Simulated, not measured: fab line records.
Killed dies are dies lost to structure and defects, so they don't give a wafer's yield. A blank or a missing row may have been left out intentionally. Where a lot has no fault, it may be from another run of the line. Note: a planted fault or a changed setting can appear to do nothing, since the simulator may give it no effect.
fab line records ; flow sky130
record: lots: 6; wafers: 18; lastDay: 49
route steps=708 shown METAL5@662
lots that met no fault: from a run of the same line without faults
startH: hours from the record's first day to the start of the lot's first wafer shown ; waitH: hours elapsed since this lot's preceding step ; " the same as in the row above ; L1.1+2: a single row standing in for several wafers ; - value missing, or start not given ; * or withheld: withheld ; < > ~ a bound
route shown NAME@n: NAME is a module with steps in the file, n the number in the route of the first one ; usual: mean and standard deviation over wafers with no fault ; same: alike in all rows ; chamber/n: place in a boat ; sites: the reading at each site ; _std_site: the standard deviation of these ; _edge_site: outer sites' mean less inner sites' ; radiusMm: how far each site lies from the wafer's centre ; mask NAME#n: copy n ; behind: tool/chamber where the wafer was last shaped ; hold: cause of the lot's hold/its duration in hours/its outcome ; device: the transistor (n, p or np) that didn't switch ; end of line: the route-end tests of the same wafers ; a step with no rows: only its recipe ; killed: not the wafer's yield, but the dies lost to structure and defects at the first sort ; map: a wafer's dies, x killed, . not, _ none there
set.NAME: the setting as run; set.NAME@STEP: as run at that earlier step ; model.NAME: the simulator's own value behind a step, which no gauge read
lots at selected steps of the route; one table per step, one row per wafer
services: the hour from which a tool's chamber was out of use, counted from the record's first day as startH (under 0 if before that day), plus the number of hours and why
== steps ==
step: SKY_METAL5_SPUTTER_01
recipe: material: TiN; targetThkNm: 20; powerW: 6500; timeS: 16.7; chamberPressurePa: 0.4
usual: throttleValvePct: 30.1/1.1
lot.wafer;tool;chamber;startH;waitH;throttleValvePct
L222.2;pvdSputter-04;-;1005.14;0.0;28.8
L222.4;pvdSputter-04;-;1005.14;0.0;31.3
L222.6;pvdSputter-04;-;1005.14;0.0;30.6
L223.3;pvdSputter-01;-;1010.63;0.0;30.8
L223.4;pvdSputter-01;-;1010.63;0.0;31.0
L223.6;pvdSputter-01;-;1010.63;0.0;29.6
L231.4;pvdSputter-01;-;1070.08;0.0;28.9
L231.5;pvdSputter-01;-;1070.08;0.0;29.6
L231.6;pvdSputter-01;-;1070.08;0.0;31.0
L232.1;pvdSputter-01;-;1071.92;0.0;30.8
L232.2;pvdSputter-01;-;1071.92;0.0;31.1
L232.5;pvdSputter-01;-;1071.92;0.0;29.0
L240.3;pvdSputter-03;-;1117.46;0.0;31.1
L240.5;pvdSputter-03;-;1117.46;0.0;27.5
L240.6;pvdSputter-03;-;1117.46;0.0;31.4
L242.1;pvdSputter-03;-;1124.25;0.0;27.8
L242.4;pvdSputter-03;-;1124.25;0.0;31.0
L242.6;pvdSputter-03;-;1124.25;0.0;30.8
step: SKY_METAL5_SPUTTER_02
recipe: material: AlCu; targetThkNm: 1150; powerW: 10600; timeS: 61.2; chamberPressurePa: 0.4
usual: throttleValvePct: 30.1/1.1
lot.wafer;tool;chamber;startH;waitH;throttleValvePct
L222.2;pvdSputter-04;-;1005.17;0.0;28.7
L222.4;pvdSputter-04;-;1005.17;0.0;31.5
L222.6;pvdSputter-04;-;1005.17;0.0;30.3
L223.3;pvdSputter-01;-;1010.65;0.0;30.9
L223.4;pvdSputter-01;-;1010.65;0.0;31.4
L223.6;pvdSputter-01;-;1010.65;0.0;29.8
L231.4;pvdSputter-01;-;1070.11;0.0;29.1
L231.5;pvdSputter-01;-;1070.11;0.0;29.7
L231.6;pvdSputter-01;-;1070.11;0.0;31.2
L232.1;pvdSputter-01;-;1071.94;0.0;31.2
L232.2;pvdSputter-01;-;1071.94;0.0;31.0
L232.5;pvdSputter-01;-;1071.94;0.0;29.2
L240.3;pvdSputter-03;-;1117.48;0.0;31.3
L240.5;pvdSputter-03;-;1117.48;0.0;28.0
L240.6;pvdSputter-03;-;1117.48;0.0;31.5
L242.1;pvdSputter-03;-;1124.27;0.0;27.7
L242.4;pvdSputter-03;-;1124.27;0.0;30.8
L242.6;pvdSputter-03;-;1124.27;0.0;30.6
step: SKY_METAL5_SPUTTER_03
recipe: material: Ti; targetThkNm: 5; powerW: 3000; timeS: 3.3; chamberPressurePa: 0.4
usual: throttleValvePct: 30.1/1.1
lot.wafer;tool;chamber;startH;waitH;throttleValvePct
L222.2;pvdSputter-04;-;1005.22;0.0;28.6
L222.4;pvdSputter-04;-;1005.22;0.0;31.2
L222.6;pvdSputter-04;-;1005.22;0.0;30.5
L223.3;pvdSputter-01;-;1010.71;0.0;30.6
L223.4;pvdSputter-01;-;1010.71;0.0;31.2
L223.6;pvdSputter-01;-;1010.71;0.0;29.6
L231.4;pvdSputter-01;-;1070.16;0.0;29.1
L231.5;pvdSputter-01;-;1070.16;0.0;29.6
L231.6;pvdSputter-01;-;1070.16;0.0;31.2
L232.1;pvdSputter-01;-;1071.99;0.0;30.8
L232.2;pvdSputter-01;-;1071.99;0.0;31.3
L232.5;pvdSputter-01;-;1071.99;0.0;28.8
L240.3;pvdSputter-03;-;1117.54;0.0;31.2
L240.5;pvdSputter-03;-;1117.54;0.0;27.5
L240.6;pvdSputter-03;-;1117.54;0.0;31.4
L242.1;pvdSputter-03;-;1124.33;0.0;27.6
L242.4;pvdSputter-03;-;1124.33;0.0;30.8
L242.6;pvdSputter-03;-;1124.33;0.0;30.5
step: SKY_METAL5_SPUTTER_04
recipe: material: TiN; targetThkNm: 70; powerW: 6500; timeS: 58.3; chamberPressurePa: 0.4
usual: throttleValvePct: 30.1/1.1
lot.wafer;tool;chamber;startH;waitH;throttleValvePct
L222.2;pvdSputter-04;-;1005.23;0.0;28.9
L222.4;pvdSputter-04;-;1005.23;0.0;31.3
L222.6;pvdSputter-04;-;1005.23;0.0;30.5
L223.3;pvdSputter-01;-;1010.72;0.0;31.1
L223.4;pvdSputter-01;-;1010.72;0.0;31.2
L223.6;pvdSputter-01;-;1010.72;0.0;29.9
L231.4;pvdSputter-01;-;1070.18;0.0;28.8
L231.5;pvdSputter-01;-;1070.18;0.0;29.6
L231.6;pvdSputter-01;-;1070.18;0.0;31.0
L232.1;pvdSputter-01;-;1072.01;0.0;30.6
L232.2;pvdSputter-01;-;1072.01;0.0;31.1
L232.5;pvdSputter-01;-;1072.01;0.0;29.4
L240.3;pvdSputter-03;-;1117.55;0.0;31.5
L240.5;pvdSputter-03;-;1117.55;0.0;27.7
L240.6;pvdSputter-03;-;1117.55;0.0;31.5
L242.1;pvdSputter-03;-;1124.34;0.0;27.6
L242.4;pvdSputter-03;-;1124.34;0.0;31.2
L242.6;pvdSputter-03;-;1124.34;0.0;30.9
step: SKY_METAL5_RS_MEAS_05
recipe: thkMeasGauge: four-point-probe; reads: TiN_of_METAL5_SPUTTER_04+Ti_of_METAL5_SPUTTER_03+AlCu_of_METAL5_SPUTTER_02+TiN_of_METAL5_SPUTTER_01+Ti_of_METAL5_SPUTTER_00
usual: METAL5_ALCU_RS: 0.0271/0.00032
lot.wafer;tool;chamber;startH;waitH;METAL5_ALCU_RS[ohm/sq]
L222.2;filmMetro-03;-;1005.30;0.0;0.0273
L222.4;filmMetro-03;-;1005.30;0.0;0.0269
L222.6;filmMetro-03;-;1005.30;0.0;0.0271
L223.3;filmMetro-02;-;1010.81;0.1;0.0273
L223.4;filmMetro-02;-;1010.81;0.1;0.0272
L223.6;filmMetro-02;-;1010.81;0.1;0.0271
L231.4;filmMetro-04;-;1070.29;0.1;0.0273
L231.5;filmMetro-04;-;1070.29;0.1;0.0267
L231.6;filmMetro-04;-;1070.29;0.1;0.0275
L232.1;filmMetro-04;-;1072.06;0.0;0.0270
L232.2;filmMetro-04;-;1072.06;0.0;0.0275
L232.5;filmMetro-04;-;1072.06;0.0;0.0271
L240.3;filmMetro-04;-;1117.64;0.1;0.0265
L240.5;filmMetro-04;-;1117.64;0.1;0.0269
L240.6;filmMetro-04;-;1117.64;0.1;0.0264
L242.1;filmMetro-03;-;1124.39;0.0;0.0273
L242.4;filmMetro-03;-;1124.39;0.0;0.0278
L242.6;filmMetro-03;-;1124.39;0.0;0.0277
step: SKY_METAL5_THK_MEAS_06
recipe: thkMeasGauge: xrf; reads: AlCu_of_METAL5_SPUTTER_02
usual: METAL5_ALCU_THK: 1136/15
lot.wafer;tool;chamber;startH;waitH;METAL5_ALCU_THK[nm]
L222.2;filmMetro-03;-;1005.41;0.1;1132
L222.4;filmMetro-03;-;1005.41;0.1;1148
L222.6;filmMetro-03;-;1005.41;0.1;1134
L223.3;filmMetro-02;-;1010.91;0.1;1142
L223.4;filmMetro-02;-;1010.91;0.1;1136
L223.6;filmMetro-02;-;1010.91;0.1;1156
L231.4;filmMetro-04;-;1070.38;0.1;1118
L231.5;filmMetro-04;-;1070.38;0.1;1142
L231.6;filmMetro-04;-;1070.38;0.1;1109
L232.1;filmMetro-04;-;1072.18;0.1;1136
L232.2;filmMetro-04;-;1072.18;0.1;1119
L232.5;filmMetro-04;-;1072.18;0.1;1132
L240.3;filmMetro-04;-;1117.74;0.1;1145
L240.5;filmMetro-04;-;1117.74;0.1;1132
L240.6;filmMetro-04;-;1117.74;0.1;1152
L242.1;filmMetro-03;-;1124.51;0.1;1124
L242.4;filmMetro-03;-;1124.51;0.1;1110
L242.6;filmMetro-03;-;1124.51;0.1;1108
step: SKY_METAL5_DEHYDRATE_07
recipe: tempC: 200; timeS: 60
step: SKY_METAL5_HMDS_08
recipe: primeTimeS: 60; primeTempC: 120
step: SKY_METAL5_COAT_09
recipe: resist: NOVOLAK; spinRpm: 3000; resistThkNm: 1800
step: SKY_METAL5_SOFTBAKE_10
recipe: tempC: 90; timeS: 60; resist: NOVOLAK
step: SKY_METAL5_EXPOSE_11
recipe: maskId: MM5; na: 0.6; sourceShape: conventional; sigmaOuter: 0.6; polarization: unpolarized; targetCdNm: 1600; doseMj: 190
step: SKY_METAL5_PEB_12
recipe: tempC: withheld; timeS: *; resist: NOVOLAK
step: SKY_METAL5_DEVELOP_13
recipe: resist: NOVOLAK; developer: TMAH; developTimeS: 60; devTempC: 23
usual: chillPlateTempC: 22.98/0.097; developTimeS: 60/0; developerTempC: 22.99/0.1
lot.wafer;tool;chamber;startH;waitH;chillPlateTempC;developTimeS;developerTempC
L222.2;lithoTrack-01;0;1027.95;0.1;22.77;60;22.83
L222.4;lithoTrack-01;0;1027.95;0.1;22.94;60;22.79
L222.6;lithoTrack-01;0;1027.95;0.1;22.94;60;22.78
L223.3;lithoTrack-02;0;1032.97;0.1;22.92;60;23.03
L223.4;lithoTrack-02;0;1032.97;0.1;22.93;60;23.01
L223.6;lithoTrack-02;0;1032.97;0.1;23.00;60;23.05
L231.4;lithoTrack-01;-;1090.40;0.1;-;-;-
L231.5;lithoTrack-01;-;1090.40;0.1;-;-;-
L231.6;lithoTrack-01;-;1090.40;0.1;-;-;-
L232.1;lithoTrack-02;-;1092.62;0.1;-;-;-
L232.2;lithoTrack-02;-;1092.62;0.1;-;-;-
L232.5;lithoTrack-02;-;1092.62;0.1;-;-;-
L240.3;lithoTrack-02;0;1137.72;0.1;23.08;60;22.99
L240.5;lithoTrack-02;0;1137.72;0.1;23.04;60;23.10
L240.6;lithoTrack-02;0;1137.72;0.1;23.16;60;23.12
L242.1;lithoTrack-04;0;1142.77;0.1;22.93;60;23.10
L242.4;lithoTrack-04;0;1142.77;0.1;22.95;60;23.10
L242.6;lithoTrack-04;0;1142.77;0.1;23.03;60;23.09
step: SKY_METAL5_DESCUM_14
recipe: chemistry: O2; sourcePowerW: 150; biasPowerW: 0; pressureMtorr: 10; tempC: 40; timeS: 11
usual: drypumpMotorCurrentA: 6.1/0.41; heBacksideLeakSccm: 3.30/0.22; oesProductAu: 1.003/0.009
lot.wafer;tool;chamber;startH;waitH;drypumpMotorCurrentA;heBacksideLeakSccm;oesProductAu;rfHoursCounterH
L222.2;rieMetal-01;1;1028.07;0.1;6.4;3.27;1.005;15
L222.4;rieMetal-01;1;1028.07;0.1;6.4;3.76;1.005;-
L222.6;rieMetal-01;1;1028.07;0.1;6.4;3.89;1.021;-
L223.3;rieMetal-02;1;1033.08;0.1;6.6;3.30;0.995;-
L223.4;rieMetal-02;0;1033.08;0.1;6.2;3.10;0.986;-
L223.6;rieMetal-02;1;1033.08;0.1;6.6;3.09;0.998;-
L231.4;rieMetal-01;0;1090.49;0.1;5.4;3.11;0.998;-
L231.5;rieMetal-01;1;1090.49;0.1;6.4;3.32;1.010;-
L231.6;rieMetal-01;0;1090.49;0.1;5.5;3.18;0.994;-
L232.1;rieMetal-03;0;1092.77;0.1;5.9;3.22;0.997;20
L232.2;rieMetal-03;0;1092.77;0.1;5.9;3.25;0.998;-
L232.5;rieMetal-03;0;1092.77;0.1;5.9;3.29;1.000;-
L240.3;rieMetal-01;1;1137.83;0.1;6.4;3.81;1.022;-
L240.5;rieMetal-01;1;1137.83;0.1;6.4;3.80;1.020;-
L240.6;rieMetal-01;0;1137.83;0.1;5.5;3.16;1.000;-
L242.1;rieMetal-02;0;1142.92;0.1;6.2;3.20;0.995;20
L242.4;rieMetal-02;1;1142.92;0.1;6.7;3.38;1.002;-
L242.6;rieMetal-02;1;1142.92;0.1;6.7;3.37;0.998;-
== services ==
tool;chamber;startH;hours;kind
rieMetal-03;1;995.99;189.0;repair
rieMetal-01;-;1024.27;3.6;repair
rieMetal-01;0;1030.09;1.1;repair
rieMetal-02;1;1068.25;12.4;repair
pvdSputter-01;-;1087.77;1.4;repair
== key ==
firstSign: step: SKY_METAL5_DEVELOP_13; reading: toolRecord; direction: missing
effect none on later readings
metAt SKY_METAL5_DEVELOP_13
struckWafers L231.4,L231.5,L231.6,L232.1,L232.2,L232.5
laterRowsLeftOut L231.4,L231.5,L231.6,L232.1,L232.2,L232.5
sortLeftOut L231.4,L231.5,L231.6,L232.1,L232.2,L232.5
onsetBetween 1032.97 1090.40
fault: kind: skippedStepWhole; tool: lithoTrack-01,lithoTrack-02; chamber: -; onsetH: 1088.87; steps: SKY_METAL5_DEVELOP_13; scope: struckLotsOnly
sortLeftOut: the simulated sort isn't trusted on such a fault, so these wafers' sort isn't shown, and their yield isn't known
laterRowsLeftOut: the simulator's readings of these wafers behind a module that went badly wrong aren't trusted and aren't shown, but for the sort
